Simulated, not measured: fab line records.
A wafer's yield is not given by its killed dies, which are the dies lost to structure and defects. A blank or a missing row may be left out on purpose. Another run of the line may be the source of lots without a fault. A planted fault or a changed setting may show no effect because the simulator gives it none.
fab line records -- flow sky130
record: lots: 12, wafers: 36, lastDay: 50
route steps=708 shown CAPM@539 METAL3@564 VIA3@573 PAD_OPEN@708
lots that met no fault: taken from a fault-free run of the same line
startH: hours from the record's opening day to when the first of the lot's shown wafers began -- waitH: hours elapsed since this lot's preceding step -- " identical to the entry in the row above -- L1.1+2: a single row standing in for several wafers -- - no value, or no start given -- * or withheld: withheld -- < > ~ a bound
route shown NAME@n: NAME is a module with steps in the file, n the number in the route of the first one -- usual: average and standard deviation across the fault-free wafers -- same: alike in all rows -- chamber/n: place in a boat -- sites: the reading at each site -- _std_site: their standard deviation -- _edge_site: mean of outer sites minus mean of inner sites -- radiusMm: how far each site lies from the wafer's centre -- mask NAME#n: copy n -- behind: the last tool/chamber to shape the wafer -- hold: why the lot went on hold/how many hours it stayed there/how the hold came to an end -- device: which transistor (n, p or np) failed to switch -- end of line: the route-end tests of the same wafers -- a step given without rows: its recipe and nothing more -- killed: dies lost to structure and defects at the first sort, not the wafer's yield -- map: shows each die of a wafer: x if killed, . if not, _ if none is there
set.NAME: the run value of the setting; set.NAME@STEP: its run value at that earlier step -- model.NAME: the simulator's own value behind a step, which no gauge read
the route's steps for a sample of lots (tables are steps, rows are wafers)
services: the hour from which a tool's chamber was out of use, counted from the record's first day as startH (under 0 if before that day), plus the number of hours and why
== steps ==
step: SKY_CAPM_SPUTTER_02
recipe: material: TiN, targetThkNm: 200, tempC: 300, powerW: 6500, timeS: 166.7, chamberPressurePa: 0.4
usual: throttleValvePct: 30.1/1.2
lot.wafer,tool,chamber,startH,waitH,throttleValvePct
L506.2,pvdSputter-02,-,859.40,0.0,28.8
L506.3,pvdSputter-02,-,859.40,0.0,30.5
L506.5,pvdSputter-02,-,859.40,0.0,29.0
L507.2,pvdSputter-02,-,864.70,0.0,31.2
L507.4,pvdSputter-02,-,864.70,0.0,28.6
L507.6,pvdSputter-02,-,864.70,0.0,30.2
L512.1,pvdSputter-01,-,915.01,0.1,28.4
L512.5,pvdSputter-01,-,915.01,0.1,29.4
L512.6,pvdSputter-01,-,915.01,0.1,28.7
L514.1,pvdSputter-03,-,917.00,0.1,30.3
L514.3,pvdSputter-03,-,917.00,0.1,29.0
L514.5,pvdSputter-03,-,917.00,0.1,28.3
L515.1,pvdSputter-02,-,920.21,0.1,28.9
L515.4,pvdSputter-02,-,920.21,0.1,30.6
L515.6,pvdSputter-02,-,920.21,0.1,31.2
L518.1,pvdSputter-01,-,950.49,0.1,29.3
L518.2,pvdSputter-01,-,950.49,0.1,30.4
L518.3,pvdSputter-01,-,950.49,0.1,28.2
L519.1,pvdSputter-02,-,951.23,0.1,28.6
L519.4,pvdSputter-02,-,951.23,0.1,31.2
L519.6,pvdSputter-02,-,951.23,0.1,32.5
L520.1,pvdSputter-03,-,959.36,0.1,30.3
L520.2,pvdSputter-03,-,959.36,0.1,29.3
L520.4,pvdSputter-03,-,959.36,0.1,28.5
L525.2,pvdSputter-02,-,990.84,0.0,32.4
L525.3,pvdSputter-02,-,990.84,0.0,30.2
L525.4,pvdSputter-02,-,990.84,0.0,31.3
L526.1,pvdSputter-03,-,999.56,0.1,29.9
L526.3,pvdSputter-03,-,999.56,0.1,29.2
L526.4,pvdSputter-03,-,999.56,0.1,29.9
L527.2,pvdSputter-02,-,1003.53,0.0,32.3
L527.3,pvdSputter-02,-,1003.53,0.0,31.3
L527.5,pvdSputter-02,-,1003.53,0.0,31.2
L528.1,pvdSputter-02,-,1010.61,0.1,30.4
L528.5,pvdSputter-02,-,1010.61,0.1,32.3
L528.6,pvdSputter-02,-,1010.61,0.1,30.6
step: SKY_CAPM_METAL_ETCH_13
recipe: targetDepthNm: 220, stopOn: SiO2, chemistry: Cl2/BCl3, target: TiN, pressureMtorr: 10, icpW: 900, biasW: 48.5, Cl2_flow_sccm: 60, bcl3FlowSccm: 30, timeS: 62.9
usual: chamberPressureMTorr: 10.000/0.0098, drypumpMotorCurrentA: 5.9/0.36, oesProductAu: 0.940/0.0075, throttleValvePct: 21.903/0.01
lot.wafer,tool,chamber,startH,waitH,chamberPressureMTorr,drypumpMotorCurrentA,oesProductAu,rfHoursCounterH,throttleValvePct
L506.2,rieMetal-02,0,886.06,0.0,9.998,6.1,0.943,-,21.906
L506.3,rieMetal-02,0,886.06,0.0,10.008,6.0,0.947,-,21.896
L506.5,rieMetal-02,0,886.06,0.0,9.995,6.0,0.937,-,21.901
L507.2,rieMetal-04,0,890.78,0.0,9.996,5.8,0.949,11,21.889
L507.4,rieMetal-04,0,890.78,0.0,10.001,5.9,0.935,-,21.914
L507.6,rieMetal-04,0,890.78,0.0,9.990,5.9,0.942,-,21.899
L512.1,rieMetal-02,1,939.43,0.0,10.011,6.3,0.941,2,21.903
L512.5,rieMetal-02,1,939.43,0.0,10.000,6.3,0.938,-,21.909
L512.6,rieMetal-02,0,939.43,0.0,9.989,6.1,0.937,-,21.893
L514.1,rieMetal-02,0,940.68,0.0,9.989,6.1,0.940,19,21.893
L514.3,rieMetal-02,0,940.68,0.0,9.990,6.0,0.932,-,21.902
L514.5,rieMetal-02,1,940.68,0.0,10.001,6.2,0.941,-,21.897
L515.1,rieMetal-04,0,943.78,0.0,10.011,5.8,0.930,13,21.916
L515.4,rieMetal-04,1,943.78,0.0,10.011,5.8,0.933,-,21.914
L515.6,rieMetal-04,1,943.78,0.0,9.979,5.8,0.934,-,21.901
L518.1,rieMetal-02,0,974.43,0.0,10.006,6.1,0.942,20,21.897
L518.2,rieMetal-02,0,974.43,0.0,9.996,6.1,0.942,-,21.922
L518.3,rieMetal-02,0,974.43,0.0,9.995,6.1,0.937,-,21.917
L519.1,rieMetal-03,1,975.33,0.0,10.018,5.1,0.932,10,21.908
L519.4,rieMetal-03,1,975.33,0.0,10.007,5.1,0.944,-,21.906
L519.6,rieMetal-03,1,975.33,0.0,10.023,5.1,0.938,-,21.922
L520.1,rieMetal-02,1,983.18,0.0,9.996,6.2,0.948,4,21.893
L520.2,rieMetal-02,0,983.18,0.0,9.991,6.0,0.941,21,21.897
L520.4,rieMetal-02,1,983.18,0.0,9.994,6.3,0.940,-,21.911
L525.2,rieMetal-03,1,1013.43,0.0,9.999,5.1,0.939,12,21.905
L525.3,rieMetal-03,0,1013.43,0.0,10.000,5.8,0.940,-,21.912
L525.4,rieMetal-03,1,1013.43,0.0,10.013,5.1,0.936,-,21.902
L526.1,rieMetal-02,1,1021.93,0.0,9.987,6.2,0.936,7,21.908
L526.3,rieMetal-02,0,1021.93,0.0,10.003,6.1,0.932,-,21.911
L526.4,rieMetal-02,1,1021.93,0.0,10.001,6.2,0.939,-,21.899
L527.2,rieMetal-02,1,1026.93,0.0,9.980,6.3,0.941,7,21.906
L527.3,rieMetal-02,1,1026.93,0.0,10.019,6.3,0.955,-,21.907
L527.5,rieMetal-02,0,1026.93,0.0,10.004,6.0,0.954,-,21.890
L528.1,rieMetal-02,0,1033.13,0.0,10.012,6.1,0.938,24,21.892
L528.5,rieMetal-02,1,1033.13,0.0,9.983,6.2,0.934,-,21.899
L528.6,rieMetal-02,0,1033.13,0.0,10.015,6.0,0.949,-,21.911
step: SKY_METAL3_OVL_MEAS_14
usual: METAL3_OVL: -3/5.7
lot.wafer,tool,chamber,startH,waitH,METAL3_OVL[nm]
L506.2,overlay-02,-,911.72,0.1,3
L506.3,overlay-02,-,911.72,0.1,-2
L506.5,overlay-02,-,911.72,0.1,-1
L507.2,overlay-02,-,916.62,0.1,-2
L507.4,overlay-02,-,916.62,0.1,3
L507.6,overlay-02,-,916.62,0.1,-1
L512.1,overlay-02,-,964.77,0.1,3
L512.5,overlay-02,-,964.77,0.1,2
L512.6,overlay-02,-,964.77,0.1,4
L514.1,overlay-02,-,965.82,0.1,-4
L514.3,overlay-02,-,965.82,0.1,-6
L514.5,overlay-02,-,965.82,0.1,-5
L515.1,overlay-02,-,968.57,0.1,11
L515.4,overlay-02,-,968.57,0.1,10
L515.6,overlay-02,-,968.57,0.1,8
L518.1,overlay-01,-,998.87,0.1,-5
L518.2,overlay-01,-,998.87,0.1,2
L518.3,overlay-01,-,998.87,0.1,-3
L519.1,overlay-01,-,999.22,0.1,-7
L519.4,overlay-01,-,999.22,0.1,-3
L519.6,overlay-01,-,999.22,0.1,1
L520.1,overlay-01,-,1007.25,0.1,-6
L520.2,overlay-01,-,1007.25,0.1,-6
L520.4,overlay-01,-,1007.25,0.1,-1
L525.2,overlay-02,-,1036.02,0.1,-10
L525.3,overlay-02,-,1036.02,0.1,0
L525.4,overlay-02,-,1036.02,0.1,-10
L526.1,overlay-01,-,1045.37,0.1,-8
L526.3,overlay-01,-,1045.37,0.1,-12
L526.4,overlay-01,-,1045.37,0.1,-11
L527.2,overlay-02,-,1050.62,0.1,5
L527.3,overlay-02,-,1050.62,0.1,6
L527.5,overlay-02,-,1050.62,0.1,9
L528.1,overlay-02,-,1056.22,0.1,-8
L528.5,overlay-02,-,1056.22,0.1,-8
L528.6,overlay-02,-,1056.22,0.1,-3
step: SKY_VIA3_HDPCVD_00
recipe: material: SiO2, targetThkNm: 1635, sigmaOpenFrac: 0.3, timeS: 272.5, tempC: 400, sih4FlowSccm: 60, pressureMtorr: 6
lot.wafer,tool,chamber,startH,waitH
L506.2+3+5,hdpcvd-01,"1,2,2",912.85,0.0
L507.2+4+6,hdpcvd-02,"2,0,1",918.05,0.0
L512.1+5+6,hdpcvd-01,"1,0,2",965.77,0.0
L514.1+3+5,hdpcvd-02,"1,2,2",966.79,0.0
L515.1+4+6,hdpcvd-02,"1,1,0",969.54,0.0
L518.1+2+3,hdpcvd-01,"0,1,2",999.87,0.0
L519.1+4+6,hdpcvd-01,"2,0,2",1000.21,0.0
L520.1+2+4,hdpcvd-01,"1,0,2",1008.21,0.0
L525.2+3+4,hdpcvd-01,"0,2,2",1036.98,0.0
L526.1+3+4,hdpcvd-01,"1,2,0",1046.46,0.0
L527.2+3+5,hdpcvd-01,"0,2,1",1051.70,0.0
L528.1+5+6,hdpcvd-02,"2,0,2",1057.18,0.0
step: SKY_VIA3_THK_MEAS_01
recipe: reads: SiO2_of_VIA3_HDPCVD_00
usual: VIA3_HDPCVD_THK: 1632/19
lot.wafer,tool,chamber,startH,waitH,VIA3_HDPCVD_THK[nm]
L506.2,filmMetro-02,-,913.03,0.1,1644
L506.3,filmMetro-02,-,913.03,0.1,1644
L506.5,filmMetro-02,-,913.03,0.1,1614
L507.2,filmMetro-02,-,918.23,0.1,1623
L507.4,filmMetro-02,-,918.23,0.1,1638
L507.6,filmMetro-02,-,918.23,0.1,1614
L512.1,filmMetro-02,-,965.93,0.1,1622
L512.5,filmMetro-02,-,965.93,0.1,1639
L512.6,filmMetro-02,-,965.93,0.1,1635
L514.1,filmMetro-02,-,966.95,0.1,3112
L514.3,filmMetro-02,-,966.95,0.1,3119
L514.5,filmMetro-02,-,966.95,0.1,3102
L515.1,filmMetro-04,-,969.70,0.1,3134
L515.4,filmMetro-04,-,969.70,0.1,3122
L515.6,filmMetro-04,-,969.70,0.1,3138
L518.1,filmMetro-04,-,1000.03,0.1,1642
L518.2,filmMetro-04,-,1000.03,0.1,1611
L518.3,filmMetro-04,-,1000.03,0.1,1646
L519.1,filmMetro-04,-,1000.38,0.1,1631
L519.4,filmMetro-04,-,1000.38,0.1,1619
L519.6,filmMetro-04,-,1000.38,0.1,1633
L520.1,filmMetro-01,-,1008.38,0.1,1619
L520.2,filmMetro-01,-,1008.38,0.1,1627
L520.4,filmMetro-01,-,1008.38,0.1,1638
L525.2,filmMetro-02,-,1037.16,0.1,1633
L525.3,filmMetro-02,-,1037.16,0.1,1647
L525.4,filmMetro-02,-,1037.16,0.1,1631
L526.1,filmMetro-04,-,1046.63,0.1,1620
L526.3,filmMetro-04,-,1046.63,0.1,1637
L526.4,filmMetro-04,-,1046.63,0.1,1621
L527.2,filmMetro-01,-,1051.87,0.1,1627
L527.3,filmMetro-01,-,1051.87,0.1,1644
L527.5,filmMetro-01,-,1051.87,0.1,1640
L528.1,filmMetro-04,-,1057.35,0.1,1660
L528.5,filmMetro-04,-,1057.35,0.1,1660
L528.6,filmMetro-04,-,1057.35,0.1,1645
step: SKY_PAD_OPEN_PROBE_99
usual: defectLimitedYield: 82.2/2.1, killed_at_M0_to_M3: 43/8, killed_at_M4_up: 2.9/1.6, killedAtContacts: 26/5.2, killedAtFrontEnd: 15/4.3, killedAtOther: 0.3/0.56, killedDies: 87/10, killedOpen: 48/6.9, killedShort: 40/6.5, sort_bin_3_pad_short: 0.9/0.36, sort_bin_5_function: 10.5/1.5, sort_bin_6_memory: 6.4/1.3, sortNPass: 405/10, sortYieldPct: 82.2/2.1
same: grossDies: 492, killedAtBackSide: 0, sort_bin_4_leakage[%]: 0, sort_bin_8_speed[%]: 0
lot.wafer,tool,chamber,startH,waitH,defectLimitedYield[%],killed_at_M0_to_M3,killed_at_M4_up,killedAtContacts,killedAtFrontEnd,killedAtOther,killedDies,killedOpen,killedShort,sort_bin_3_pad_short[%],sort_bin_5_function[%],sort_bin_6_memory[%],sortNPass,sortYieldPct[%]
L506.2,prober-01,-,1084.07,0.1,86.2,26,5,21,16,0,68,38,30,1.0,7.9,4.9,424,86.2
L506.3,prober-01,-,1084.12,0.2,79.7,58,3,28,11,0,100,52,48,1.2,11.8,7.3,392,79.7
L506.5,prober-01,-,1084.22,0.2,80.3,53,3,21,20,0,97,59,38,1.0,11.6,7.1,395,80.3
L507.2,prober-02,-,1087.55,0.1,80.9,43,2,28,21,0,94,47,47,1.2,12.4,5.5,398,80.9
L507.4,prober-02,-,1087.65,0.2,79.3,45,1,35,20,1,102,58,44,1.2,11.0,8.5,390,79.3
L507.6,prober-02,-,1087.75,0.2,83.9,41,1,22,14,1,79,44,35,0.4,10.8,4.9,413,83.9
L512.1,prober-02,-,1127.11,0.1,82.5,40,3,19,24,0,86,51,35,0.4,10.0,7.1,406,82.5
L512.5,prober-02,-,1127.31,0.2,83.7,27,1,30,22,0,80,46,34,0.6,9.8,5.9,412,83.7
L512.6,prober-02,-,1127.36,0.2,82.9,37,2,24,21,0,84,50,34,0.8,10.8,5.5,408,82.9
L514.1,prober-02,-,1128.61,0.1,77.6,65,4,22,18,1,110,58,52,1.2,13.2,7.9,382,77.6
L514.3,prober-02,-,1128.71,0.2,80.5,48,6,25,17,0,96,52,44,1.0,11.6,6.9,396,80.5
L514.5,prober-02,-,1128.81,0.2,80.3,58,1,27,11,0,97,58,39,1.4,11.0,7.3,395,80.3
L515.1,prober-01,-,1129.71,0.1,79.3,55,2,32,13,0,102,57,45,1.0,12.2,7.5,390,79.3
L515.4,prober-01,-,1129.86,0.2,83.7,54,4,10,12,0,80,48,32,1.2,9.1,5.9,412,83.7
L515.6,prober-01,-,1129.96,0.2,80.3,63,2,20,12,0,97,50,47,0.8,11.8,7.1,395,80.3
L518.1,prober-02,-,1154.59,0.1,83.9,37,4,23,15,0,79,40,39,0.8,10.4,4.9,413,83.9
L518.2,prober-02,-,1154.64,0.1,84.3,40,2,23,12,0,77,44,33,0.6,8.7,6.3,415,84.3
L518.3,prober-02,-,1154.69,0.2,85.4,36,1,19,16,0,72,39,33,0.6,9.1,4.9,420,85.4
L519.1,prober-02,-,1154.89,0.3,82.3,46,3,21,17,0,87,45,42,0.4,10.2,7.1,405,82.3
L519.4,prober-02,-,1155.04,0.4,84.3,36,3,24,13,1,77,39,38,1.2,9.6,4.9,415,84.3
L519.6,prober-02,-,1155.14,0.4,79.9,42,4,34,19,0,99,50,49,1.0,10.6,8.5,393,79.9
L520.1,prober-02,-,1161.56,0.1,77.6,52,6,33,19,0,110,57,53,1.0,11.8,9.6,382,77.6
L520.2,prober-02,-,1161.61,0.1,84.8,36,3,26,10,0,75,41,34,1.0,8.3,5.9,417,84.8
L520.4,prober-02,-,1161.71,0.2,82.9,36,4,29,14,1,84,41,43,1.0,9.6,6.5,408,82.9
L525.2,prober-01,-,1182.73,0.1,82.1,46,0,23,19,0,88,44,44,0.8,11.8,5.3,404,82.1
L525.3,prober-01,-,1182.78,0.2,83.3,48,3,16,15,0,82,47,35,1.6,9.6,5.5,410,83.3
L525.4,prober-01,-,1182.83,0.2,81.7,46,6,24,14,0,90,47,43,1.0,10.2,7.1,402,81.7
L526.1,prober-02,-,1188.11,0.1,80.9,48,7,20,19,0,94,44,50,1.4,10.0,7.7,398,80.9
L526.3,prober-02,-,1188.21,0.2,84.6,38,2,17,19,0,76,40,36,1.0,8.9,5.5,416,84.6
L526.4,prober-02,-,1188.26,0.2,83.7,38,2,23,15,2,80,52,28,0.2,9.3,6.7,412,83.7
L527.2,prober-01,-,1195.05,0.1,81.7,40,3,25,22,0,90,50,40,1.0,12.0,5.3,402,81.7
L527.3,prober-01,-,1195.10,0.2,81.9,51,1,21,16,0,89,54,35,0.8,11.2,6.1,403,81.9
L527.5,prober-01,-,1195.20,0.2,80.1,42,4,30,22,0,98,49,49,0.8,11.2,7.9,394,80.1
L528.1,prober-02,-,1197.91,0.1,84.6,42,5,22,7,0,76,41,35,0.4,9.1,5.9,416,84.6
L528.5,prober-02,-,1198.11,0.2,80.9,46,1,34,13,0,94,64,30,0.6,11.4,7.1,398,80.9
L528.6,prober-02,-,1198.16,0.2,85.8,33,2,28,7,0,70,43,27,0.6,8.5,5.1,422,85.8
killed by level:class
L506.2 CONTACT:geometricParticle:open=10 LI_CONTACT:geometricParticle:open=6 METAL1:geometricParticle:short=6 FIELD_ISO:geometricParticle:open=5 VIA2:geometricParticle:open=4 METAL4:geometricParticle:short=4 POLY_GATE:geometricParticle:open=3 SPACER:geometricParticle:open=3
L506.3 VIA3:geometricParticle:open=14 METAL1:geometricParticle:short=10 CONTACT:geometricParticle:open=9 LI_CONTACT:geometricParticle:open=7 VIA1:geometricParticle:open=7 FIELD_ISO:geometricParticle:short=6 VIA1:geometricParticle:short=6 METAL2:geometricParticle:short=5
L506.5 VIA1:geometricParticle:open=15 LI_CONTACT:geometricParticle:open=8 VIA3:geometricParticle:open=8 VIA2:geometricParticle:open=7 POLY_GATE:geometricParticle:open=5 CONTACT:geometricParticle:open=5 METAL1:geometricParticle:short=5 VIA1:geometricParticle:short=5
L507.2 VIA1:geometricParticle:open=13 CONTACT:geometricParticle:open=9 LOCAL_INTERCONNECT:geometricParticle:short=7 METAL2:geometricParticle:short=6 FIELD_ISO:geometricParticle:open=5 FIELD_ISO:geometricParticle:short=5 POLY_GATE:geometricParticle:short=5 METAL1:geometricParticle:short=4
L507.4 CONTACT:geometricParticle:open=15 LI_CONTACT:geometricParticle:open=9 VIA1:geometricParticle:open=9 METAL2:geometricParticle:short=7 FIELD_ISO:geometricParticle:short=5 VIA2:geometricParticle:open=5 LOCAL_INTERCONNECT:geometricParticle:short=5 VIA3:geometricParticle:open=5
L507.6 VIA1:geometricParticle:open=9 VIA1:geometricParticle:short=8 VIA2:geometricParticle:open=7 CONTACT:geometricParticle:open=6 FIELD_ISO:geometricParticle:open=5 LI_CONTACT:geometricParticle:open=5 METAL1:geometricParticle:short=5 LOCAL_INTERCONNECT:geometricParticle:short=4
L512.1 CONTACT:geometricParticle:open=10 FIELD_ISO:geometricParticle:open=9 METAL2:geometricParticle:short=9 VIA2:geometricParticle:open=8 VIA1:geometricParticle:open=7 FIELD_ISO:geometricParticle:short=5 POLY_GATE:geometricParticle:open=5 POLY_GATE:geometricParticle:short=4
L512.5 CONTACT:geometricParticle:open=21 POLY_GATE:geometricParticle:short=7 METAL2:geometricParticle:short=6 POLY_GATE:geometricParticle:open=6 VIA3:geometricParticle:open=5 FIELD_ISO:geometricParticle:short=4 METAL1:geometricParticle:short=4 LOCAL_INTERCONNECT:geometricParticle:short=4
L512.6 CONTACT:geometricParticle:open=13 VIA1:geometricParticle:open=8 FIELD_ISO:geometricParticle:open=6 LI_CONTACT:geometricParticle:open=6 VIA2:geometricParticle:open=5 FIELD_ISO:geometricParticle:short=4 VIA3:geometricParticle:open=4 CONTACT:geometricParticle:short=4
L514.1 VIA1:geometricParticle:open=14 CONTACT:geometricParticle:open=12 METAL1:geometricParticle:short=12 METAL2:geometricParticle:short=9 VIA1:geometricParticle:short=7 POLY_GATE:geometricParticle:open=6 METAL2:geometricParticle:open=6 VIA2:geometricParticle:open=6
L514.3 VIA2:geometricParticle:open=9 CONTACT:geometricParticle:open=8 VIA1:geometricParticle:open=8 VIA3:geometricParticle:open=8 FIELD_ISO:geometricParticle:short=6 FIELD_ISO:geometricParticle:open=5 VIA1:geometricParticle:short=5 LI_CONTACT:geometricParticle:open=5
L514.5 VIA2:geometricParticle:open=12 VIA1:geometricParticle:open=12 VIA3:geometricParticle:open=9 CONTACT:geometricParticle:open=8 METAL1:geometricParticle:short=8 METAL2:geometricParticle:short=7 LOCAL_INTERCONNECT:geometricParticle:short=6 LI_CONTACT:geometricParticle:open=5
L515.1 CONTACT:geometricParticle:open=16 VIA1:geometricParticle:open=14 CONTACT:geometricParticle:short=10 METAL2:geometricParticle:short=10 VIA2:geometricParticle:open=8 VIA3:geometricParticle:open=6 FIELD_ISO:geometricParticle:open=4 POLY_GATE:geometricParticle:short=4
L515.4 VIA1:geometricParticle:open=14 VIA3:geometricParticle:open=11 METAL2:geometricParticle:short=8 CONTACT:geometricParticle:open=5 VIA1:geometricParticle:short=5 VIA2:geometricParticle:open=5 FIELD_ISO:geometricParticle:open=4 METAL1:geometricParticle:short=4
L515.6 VIA1:geometricParticle:open=13 VIA3:geometricParticle:open=11 METAL2:geometricParticle:short=10 CONTACT:geometricParticle:open=6 METAL1:geometricParticle:short=6 LI_CONTACT:geometricParticle:open=5 VIA1:geometricParticle:short=5 METAL3:geometricParticle:short=5
L518.1 CONTACT:geometricParticle:open=11 VIA3:geometricParticle:open=7 METAL1:geometricParticle:short=7 VIA1:geometricParticle:open=6 FIELD_ISO:geometricParticle:short=4 VIA2:geometricParticle:open=4 FIELD_ISO:geometricParticle:open=3 LI_CONTACT:geometricParticle:open=3
L518.2 VIA1:geometricParticle:open=14 CONTACT:geometricParticle:open=8 METAL1:geometricParticle:short=7 LI_CONTACT:geometricParticle:open=6 VIA2:geometricParticle:open=6 CONTACT:geometricParticle:short=5 VIA3:geometricParticle:open=5 FIELD_ISO:geometricParticle:short=4
L518.3 VIA1:geometricParticle:open=9 CONTACT:geometricParticle:open=7 VIA3:geometricParticle:open=7 METAL2:geometricParticle:short=6 LOCAL_INTERCONNECT:geometricParticle:short=5 FIELD_ISO:geometricParticle:short=4 LI_CONTACT:geometricParticle:open=4 POLY_GATE:geometricParticle:short=3
L519.1 VIA1:geometricParticle:open=11 METAL2:geometricParticle:short=10 LI_CONTACT:geometricParticle:open=9 METAL1:geometricParticle:short=6 CONTACT:geometricParticle:open=6 FIELD_ISO:geometricParticle:short=5 VIA3:geometricParticle:open=5 FIELD_ISO:geometricParticle:open=4
L519.4 VIA2:geometricParticle:open=7 LI_CONTACT:geometricParticle:open=6 VIA1:geometricParticle:open=6 CONTACT:geometricParticle:open=6 METAL1:geometricParticle:short=6 FIELD_ISO:geometricParticle:short=5 LOCAL_INTERCONNECT:geometricParticle:short=5 CONTACT:geometricParticle:short=4
L519.6 CONTACT:geometricParticle:open=10 METAL1:geometricParticle:short=9 POLY_GATE:geometricParticle:short=8 VIA2:geometricParticle:open=8 VIA1:geometricParticle:open=8 LOCAL_INTERCONNECT:geometricParticle:short=7 VIA3:geometricParticle:open=6 LI_CONTACT:geometricParticle:open=5
L520.1 CONTACT:geometricParticle:open=18 VIA1:geometricParticle:open=13 METAL2:geometricParticle:short=7 VIA2:geometricParticle:open=7 VIA1:geometricParticle:short=7 LI_CONTACT:geometricParticle:open=6 VIA2:geometricParticle:short=5 POLY_GATE:geometricParticle:short=5
L520.2 CONTACT:geometricParticle:open=12 VIA2:geometricParticle:short=9 VIA1:geometricParticle:open=8 LI_CONTACT:geometricParticle:open=6 METAL2:geometricParticle:short=5 METAL1:geometricParticle:short=4 FIELD_ISO:geometricParticle:open=3 POLY_GATE:geometricParticle:short=3
L520.4 CONTACT:geometricParticle:open=13 POLY_GATE:geometricParticle:short=7 LI_CONTACT:geometricParticle:open=6 VIA1:geometricParticle:open=6 VIA3:geometricParticle:open=6 CONTACT:geometricParticle:short=5 METAL1:geometricParticle:short=5 POLY_GATE:geometricParticle:open=4
L525.2 VIA1:geometricParticle:open=14 VIA1:geometricParticle:short=8 LI_CONTACT:geometricParticle:open=7 CONTACT:geometricParticle:short=6 CONTACT:geometricParticle:open=6 FIELD_ISO:geometricParticle:short=5 FIELD_ISO:geometricParticle:open=5 POLY_GATE:geometricParticle:short=4
L525.3 VIA1:geometricParticle:open=18 VIA3:geometricParticle:open=8 VIA1:geometricParticle:short=7 FIELD_ISO:geometricParticle:short=6 CONTACT:geometricParticle:open=6 FIELD_ISO:geometricParticle:open=5 LI_CONTACT:geometricParticle:open=5 METAL2:geometricParticle:short=4
L525.4 VIA1:geometricParticle:open=12 VIA2:geometricParticle:open=10 CONTACT:geometricParticle:open=8 LOCAL_INTERCONNECT:geometricParticle:short=7 METAL2:geometricParticle:short=6 POLY_GATE:geometricParticle:open=5 METAL1:geometricParticle:short=5 LI_CONTACT:geometricParticle:open=4
L526.1 VIA1:geometricParticle:open=9 VIA2:geometricParticle:open=7 CONTACT:geometricParticle:open=7 METAL2:geometricParticle:short=7 VIA3:geometricParticle:short=7 LI_CONTACT:geometricParticle:open=6 METAL4:geometricParticle:short=6 METAL1:geometricParticle:short=5
L526.3 METAL1:geometricParticle:short=8 VIA1:geometricParticle:open=7 CONTACT:geometricParticle:open=7 FIELD_ISO:geometricParticle:short=6 SPACER:geometricParticle:open=6 VIA1:geometricParticle:short=6 VIA2:geometricParticle:open=5 FIELD_ISO:geometricParticle:open=3
L526.4 VIA1:geometricParticle:open=11 CONTACT:geometricParticle:open=10 VIA2:geometricParticle:open=8 VIA3:geometricParticle:open=8 LI_CONTACT:geometricParticle:open=6 FIELD_ISO:geometricParticle:short=4 POLY_GATE:geometricParticle:short=4 LOCAL_INTERCONNECT:geometricParticle:short=4
L527.2 VIA1:geometricParticle:open=14 CONTACT:geometricParticle:open=10 LOCAL_INTERCONNECT:geometricParticle:short=6 METAL1:geometricParticle:short=6 VIA3:geometricParticle:open=6 FIELD_ISO:geometricParticle:short=4 FIELD_ISO:geometricParticle:open=4 POLY_GATE:geometricParticle:short=4
L527.3 CONTACT:geometricParticle:open=11 VIA3:geometricParticle:open=11 METAL2:geometricParticle:short=9 VIA1:geometricParticle:open=9 POLY_GATE:geometricParticle:open=5 FIELD_ISO:geometricParticle:short=4 LI_CONTACT:geometricParticle:open=4 CONTACT:geometricParticle:short=4
L527.5 CONTACT:geometricParticle:open=11 LI_CONTACT:geometricParticle:open=9 CONTACT:geometricParticle:short=7 VIA3:geometricParticle:open=6 METAL1:geometricParticle:short=6 VIA1:geometricParticle:short=6 METAL2:geometricParticle:short=6 POLY_GATE:geometricParticle:open=5
L528.1 CONTACT:geometricParticle:open=11 VIA1:geometricParticle:open=10 VIA1:geometricParticle:short=6 VIA2:geometricParticle:open=6 METAL2:geometricParticle:short=5 LI_CONTACT:geometricParticle:open=4 LI_CONTACT:geometricParticle:short=3 METAL3:geometricParticle:short=3
L528.5 CONTACT:geometricParticle:open=15 VIA2:geometricParticle:open=10 LI_CONTACT:geometricParticle:open=10 VIA1:geometricParticle:open=10 METAL3:geometricParticle:short=5 FIELD_ISO:geometricParticle:open=4 FIELD_ISO:geometricParticle:short=4 VIA2:geometricParticle:short=4
L528.6 VIA1:geometricParticle:open=12 CONTACT:geometricParticle:open=9 LI_CONTACT:geometricParticle:open=7 CONTACT:geometricParticle:short=7 VIA3:geometricParticle:open=5 METAL2:geometricParticle:short=4 FIELD_ISO:geometricParticle:open=3 LI_CONTACT:geometricParticle:short=3
== services ==
tool,chamber,startH,hours,kind
rieMetal-04,1,865.58,-,clean
rieMetal-04,1,865.58,22.9,scheduledDown
hdpcvd-02,2,870.18,2.5,repair
pvdSputter-03,-,870.84,1.2,repair
rieMetal-02,1,872.20,-,clean
rieMetal-02,1,872.20,22.4,scheduledDown
rieMetal-02,1,872.20,22.4,ventCycle
rieMetal-03,0,878.31,20.1,repair
pvdSputter-02,-,941.63,1.3,repair
hdpcvd-02,1,945.15,3.5,repair
hdpcvd-02,-,950.25,15.0,pm
hdpcvd-02,0,950.25,15.0,ventCycle
hdpcvd-02,1,950.25,15.0,ventCycle
hdpcvd-02,2,950.25,15.0,ventCycle
hdpcvd-02,0,965.25,-,clean
hdpcvd-02,1,965.25,-,clean
hdpcvd-02,2,965.25,-,clean
pvdSputter-01,-,967.80,4.0,repair
rieMetal-02,1,973.83,2.1,repair
rieMetal-04,-,1020.32,28.1,pm
hdpcvd-02,-,1024.60,1.8,repair
rieMetal-03,1,1034.65,12.2,repair
pvdSputter-02,-,1052.40,3.6,repair
pvdSputter-03,-,1052.95,0.9,repair
== key ==
firstSign: step: SKY_VIA3_THK_MEAS_01, reading: VIA3_HDPCVD_THK, direction: up, sigmas: 80, usual: 1632, struck: 3121
effect none on later readings
metAt SKY_VIA3_HDPCVD_00
struckLots L514,L515
notActingAt SKY_CAPM_SPUTTER_02,SKY_CAPM_METAL_ETCH_13,SKY_METAL3_OVL_MEAS_14
onsetBetween 918.05 966.79
fault: kind: processParameterDrift, tool: hdpcvd-02, chamber: -, onsetH: 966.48, steps: SKY_VIA3_HDPCVD_00, channel: targetThkNm, offset: 1489.4, shape: step, endH: 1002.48, actsIn: theseRecipesOnly, stated: 1635
